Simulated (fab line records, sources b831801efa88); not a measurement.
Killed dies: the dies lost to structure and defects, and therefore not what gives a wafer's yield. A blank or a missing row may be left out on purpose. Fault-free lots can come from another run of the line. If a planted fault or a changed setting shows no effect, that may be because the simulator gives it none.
Problem report in the 8D (eight disciplines) form, filled by code | flow sfq-line | the parts of the form that need people (team, actions taken, sign-off) are left out

1. THE ISSUE
rf-fwd-power-W at SFQ_TRILAYER_I7_VIA_BARC_OPEN_VIA_ETCH_260 reads a mean of 415.1 W on 9 wafers of 3 lots; wafers without a fault read 494.4 W with a standard deviation of 1.8. Relative to the usual mean, that is a shift of -44 standard deviations.
The step: etches BARC in O2, target depth 125 nm, time 41.7 s.
The first sign was on wafer L812.3 at day 67 22:33, on rie-diel-03. Wafers with a number at this step in the record: 45, from 15 lots. The rule behind "out" and "out of limits": a value lying over 4 standard deviations away from the usual mean. All remaining wafers that have a number are taken as sound.

2. WHAT IT IS, AND WHAT IT ISN'T
question                    | is                     | is not
which readings at this step | rf-fwd-power-W         | chamber-pressure-mTorr, drypump-motor-current-A, oes-product-au
which lots                  | L812, L813, L814       | L806, L807, L811, L816, L820, L821, L822, L823, L824, L826, L828, L829
which wafers of those lots  | all that have a number | -
read on which tools         | rie-diel-03            | rie-diel-02, rie-diel-04
when                        | from day 67 22:33      | up to then (9 sound wafers); but 27 sound wafers of L816, L820, L821, L822, L823, L824, L826, L828, L829 came after

3. THE SUSPECTS, EACH WITH WHAT RULES IT OUT
Counting: a tool at a process step up to the reading stays a suspect if it ran every lot that is out and no sound lot after the first of them.
- rie-diel-03 at SFQ_TRILAYER_I7_VIA_BARC_OPEN_VIA_ETCH_260 (etches BARC in O2, target depth 125 nm, time 41.7 s): ruled out as a lasting fault. Following L812 (day 67 22:33), the first lot on it that is out, the sound lots L820, L824, L826 were run on it.
Left after counting: nothing in the record.

4. THE CAUSE (what the simulator had put in)
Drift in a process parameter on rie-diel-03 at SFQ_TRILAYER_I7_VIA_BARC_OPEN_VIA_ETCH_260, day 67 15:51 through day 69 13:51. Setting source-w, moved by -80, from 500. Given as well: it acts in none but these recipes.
Counting ruled it out, wrongly.

5. THE CHAIN OF EFFECTS, in route order
Each row: a reading where the mean over the struck wafers with a number is more than 3 standard deviations away from the usual. Only readings for which the record gives a usual standard deviation are gone through. hours: the time from each lot's start at the first step in this table that gives one to its start at this step, as a median over the lots. sigmas: the change in usual standard deviations.
hours | step                                       | reading        | usual   | on struck wafers | change | sigmas
0     | SFQ_TRILAYER_I7_VIA_BARC_OPEN_VIA_ETCH_260 | rf-fwd-power-W | 494.4 W | 415.1            | -79.3  | -44
Its process steps:
- SFQ_TRILAYER_I7_VIA_BARC_OPEN_VIA_ETCH_260: etches BARC in O2, target depth 125 nm, time 41.7 s.

6. WHAT WOULD HAVE CAUGHT IT SOONER
The fault began at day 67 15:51; the first out-of-limits reading in this record came at day 67 22:33, 7 hours later.
